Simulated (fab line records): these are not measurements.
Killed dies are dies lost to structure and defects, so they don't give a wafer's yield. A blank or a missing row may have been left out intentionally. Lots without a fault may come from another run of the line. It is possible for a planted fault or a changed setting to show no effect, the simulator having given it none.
A lot that was struck, set against a sound lot	flow sky130	21 steps out of a route of 708
Sound: the wafers L977.3, L977.4, L977.5. Struck: wafer L990.5 (L990.1, L990.6, from the same lot, were not struck and are left out); the cause is given at the end.
Each step with rows lists, per side, the tool, then ch with its chambers, then its first start. Under that, the readings that differ: sound wafers	struck wafers	difference of the means	sigmas: that difference in standard deviations of wafers without a fault.
alike: words and numbers the same on both sides, and readings whose means are apart by under 2 such deviations; not compared: readings that were withheld, readings missing a value for some wafer, numbers with overlapping values and no deviation given by the record, and bounds like >300 which may hide the same value.
The two part at a step that has a row with sigmas, a row that says differs or no value, or rows on one side only. When numbers do not overlap yet have no deviation, they are printed without sigmas and do not part them. A reading missing from all wafers of one side parts the sides only when that side holds two or more wafers.

SKY_VIA4_RS_MEAS_19: measures by four-point-probe.
  struck on filmMetro-03, day 47 00:10; sound on filmMetro-01, day 43 17:01
reading	sound	struck	difference	sigmas
VIA4_W_RS (ohm/sq)	0.226 0.225 0.226	0.234	+0.008	+3
SKY_VIA4_THK_MEAS_20: measures by xrf.
  struck on filmMetro-03, day 47 00:17; sound on filmMetro-01, day 43 17:07
  alike: VIA4_W_THK
SKY_VIA4_CMP_21: polishes, stops on SiO2, t overpolish 25 s, target thk 0 nm.
  sound on cmp-01 ch 2,3, day 43 17:09; struck on cmp-02 ch 2, day 47 00:29
reading	sound	struck	difference	sigmas
motorCurrentA (A)	11.1 9.3 11.1	7.3	-3.2	-3
  alike: overpolishRunS, timeToEndpointS
then, 1 step without rows for these wafers: SKY_METAL5_SPUTTER_00 (material Ti, target thk 15 nm, time 10 s).
SKY_METAL5_SPUTTER_01: material TiN, target thk 20 nm, time 16.7 s.
  struck on pvdSputter-03, day 47 00:40; sound on pvdSputter-03, day 43 17:28
  alike: chamberPressurePa, throttleValvePct
then, 1 step without rows for these wafers: SKY_METAL5_SPUTTER_02 (material AlCu, target thk 1150 nm, time 61.2 s).
SKY_METAL5_SPUTTER_03: material Ti, target thk 5 nm, time 3.3 s.
  struck on pvdSputter-03, day 47 00:45; sound on pvdSputter-03, day 43 17:33
  alike: chamberPressurePa, throttleValvePct
SKY_METAL5_SPUTTER_04: material TiN, target thk 70 nm, time 58.3 s.
  struck on pvdSputter-03, day 47 00:46; sound on pvdSputter-03, day 43 17:34
  alike: chamberPressurePa, throttleValvePct
SKY_METAL5_RS_MEAS_05: measures by four-point-probe.
  struck on filmMetro-03, day 47 00:49; sound on filmMetro-03, day 43 17:39
  alike: METAL5_ALCU_RS
SKY_METAL5_THK_MEAS_06: measures by xrf.
  struck on filmMetro-03, day 47 00:56; sound on filmMetro-03, day 43 17:45
  alike: METAL5_ALCU_THK
then, 2 steps without rows for these wafers: SKY_METAL5_DEHYDRATE_07 (time 60 s); SKY_METAL5_HMDS_08 (prime time 60 s).
SKY_METAL5_COAT_09: resist thk 1800 nm.
  sound on lithoTrack-02 ch 0, day 44 04:31; struck on lithoTrack-01 ch 0, day 47 11:25
reading	sound	struck	difference	sigmas
model.NOVOLAK_of_METAL5_COAT_09.thkNm (nm)	1804 1796 1798	1871	+72	
  alike: spinSpeedRpm
then, 4 steps without rows for these wafers: SKY_METAL5_SOFTBAKE_10 (time 60 s); SKY_METAL5_EXPOSE_11 (exposes mask MM5, target cd 1600 nm); SKY_METAL5_PEB_12; SKY_METAL5_DEVELOP_13 (develop time 60 s).
SKY_METAL5_DESCUM_14: chemistry O2, time 11 s.
  sound on rieMetal-02 ch 0,1, day 44 16:08; struck on rieMetal-04 ch 1, day 47 20:55
  alike: drypumpMotorCurrentA, heBacksideLeakSccm, oesProductAu
  not compared: rfHoursCounterH
SKY_METAL5_METAL_ETCH_15: etches the open film in Cl2/BCl3, stops on SiO2, target depth 1260 nm, time 252 s.
  sound on rieMetal-02 ch 0,1, day 44 16:14; struck on rieMetal-04 ch 1, day 47 20:56
reading	sound	struck	difference	sigmas
model.NOVOLAK_of_METAL5_COAT_09.thkNm (nm)	1045 1027 1040	1115	+78	
  alike: bcl3FlowSccm, drypumpMotorCurrentA, heBacksideLeakSccm, oesProductAu, throttleValvePct
  not compared: rfHoursCounterH
SKY_METAL5_STRIP_16: strips in O2/N2.
  sound on plasmaAsher-04 ch 0,1, day 44 16:26; struck on plasmaAsher-04 ch 0, day 47 21:11
reading	sound	struck	difference	sigmas
stripTimeToEndpointS (s)	13.18 12.97 13.15	13.98	+0.88	+7
  alike: drypumpMotorCurrentA, oesProductAu
  not compared: rfHoursCounterH
then, 1 step without rows for these wafers: SKY_METAL5_STRIP_17 (strips in post etch residue remover, time 1200 s).

== WHERE THEY PART ==
First at SKY_VIA4_RS_MEAS_19; last, within this record, at SKY_METAL5_STRIP_16.

WHY: whatever the simulator had introduced
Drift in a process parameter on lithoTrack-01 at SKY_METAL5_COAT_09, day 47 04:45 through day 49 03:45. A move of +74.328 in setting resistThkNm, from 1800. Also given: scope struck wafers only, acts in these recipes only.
